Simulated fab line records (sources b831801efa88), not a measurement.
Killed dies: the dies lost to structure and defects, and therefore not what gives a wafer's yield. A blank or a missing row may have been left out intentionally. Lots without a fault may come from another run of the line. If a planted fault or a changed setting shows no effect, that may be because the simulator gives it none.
Which tool was responsible? ; flow sky130 ; 27 wafers from 9 lots sampled at 2 of the route's 708 steps

WHAT THE GAUGES SHOWED, per wafer
SKY_LOCAL_INTERCONNECT_THK_MEAS_02: measures by xrf.
lot;measured;on;LOCAL_INTERCONNECT_TIN_THK (nm)
L417;day 29 05:48;film-metro-03;98.4 98.7 100.1
L418;day 29 12:42;film-metro-01;100.1 100.5 99.9
L421;day 30 14:19;film-metro-04;100.5 101.2 100.5
L427;day 33 03:38;film-metro-04;99.7 98.2 99.8
L428;day 33 13:52;film-metro-04;100.2 99.1 99.6
L431;day 34 00:00;film-metro-04;102.4 100.9 99.8
L438;day 36 04:14;film-metro-03;100.5 100.2 100.2
L439;day 36 06:48;film-metro-01;101.6 101.1 100.5
L440;day 36 21:31;film-metro-01;99.2 99.1 98.9

TOOL THAT RAN EACH LOT (tool first, then ch and the chambers of the sampled wafers, then the start)
lot;SKY_GATE_OXIDE_OXIDATION_16
L417;furnace-02 ch 0, day 13 22:13
L418;furnace-02 ch 0, day 14 05:37
L421;furnace-02 ch 0, day 15 07:39
L427;furnace-01 ch 0, day 17 21:43
L428;furnace-01 ch 0, day 18 06:40
L431;furnace-02 ch 0, day 19 00:20
L438;furnace-01 ch 0, day 21 12:44
L439;furnace-01 ch 0, day 21 16:52
L440;furnace-02 ch 0, day 22 09:29
- SKY_GATE_OXIDE_OXIDATION_16: stabilise 600 s, purge 300 s, target thk 3.57 nm.

AS READ BY THE TOOLS THEMSELVES (means over the sampled wafers that have a number; for cases with no such wafer, the mark the record gives instead)
SKY_GATE_OXIDE_OXIDATION_16.
lot;tool;spike-tc-bottom-C (C);spike-tc-centre-C (C);spike-tc-lower-C (C);spike-tc-upper-C (C);tube-center-temp-C (C);tube_center_temp_C_max;zone-power-top-pct (%)
L417;furnace-02;817.9;801.7;799.3;800.3;800;801.7;24
L418;furnace-02;819.3;802.0;800.3;799.7;800;802.2;24
L421;furnace-02;818.8;800.9;800.0;800.8;800;801.9;24
L427;furnace-01;821.5;806.0;805.5;805.3;806;808.4;32
L428;furnace-01;821.4;806.6;806.0;805.8;806;808.2;32
L431;furnace-02;818.5;802.0;799.1;799.8;800;801.7;24
L438;furnace-01;814.8;797.8;799.9;798.4;800;801.9;31
L439;furnace-01;817.0;799.8;799.5;799.5;800;801.7;31
L440;furnace-02;817.6;801.3;799.3;799.8;800;802.2;24

THE ANSWER, worked out from the rows above alone
Rule: the usual values come from the lots themselves. Put in order of their means at a reading, lots are off if they are a third of the lots or fewer, leave a main group of 4 or more, and stand apart from it by a gap of 3 or more times the standard deviation of the main group's means; of several such gaps the widest counts. The tables above print the reading to a certain number of digits; a main group whose means all agree to those digits is not used. A lot without any number at a reading at which 4 lots or more have one is off too. Where the step has rows for the other lots, those lots are counted as sound. Order of review: gauges by route order, followed by the tools' own readings, for which a lot's mean as printed above is used. The first step at which some lot is off is used, and at that step the reading that is off furthest; a lot without a number counts as furthest.
Off at SKY_GATE_OXIDE_OXIDATION_16 (tube_center_temp_C_max): L427, L428. Main group: mean 801.9, sd 0.21.
A tool fits if, at that step or a process step before it, it ran every lot that is off, and no sound lot after the first of them. None of those tried fits.

WHAT THE SIMULATOR PUT IN
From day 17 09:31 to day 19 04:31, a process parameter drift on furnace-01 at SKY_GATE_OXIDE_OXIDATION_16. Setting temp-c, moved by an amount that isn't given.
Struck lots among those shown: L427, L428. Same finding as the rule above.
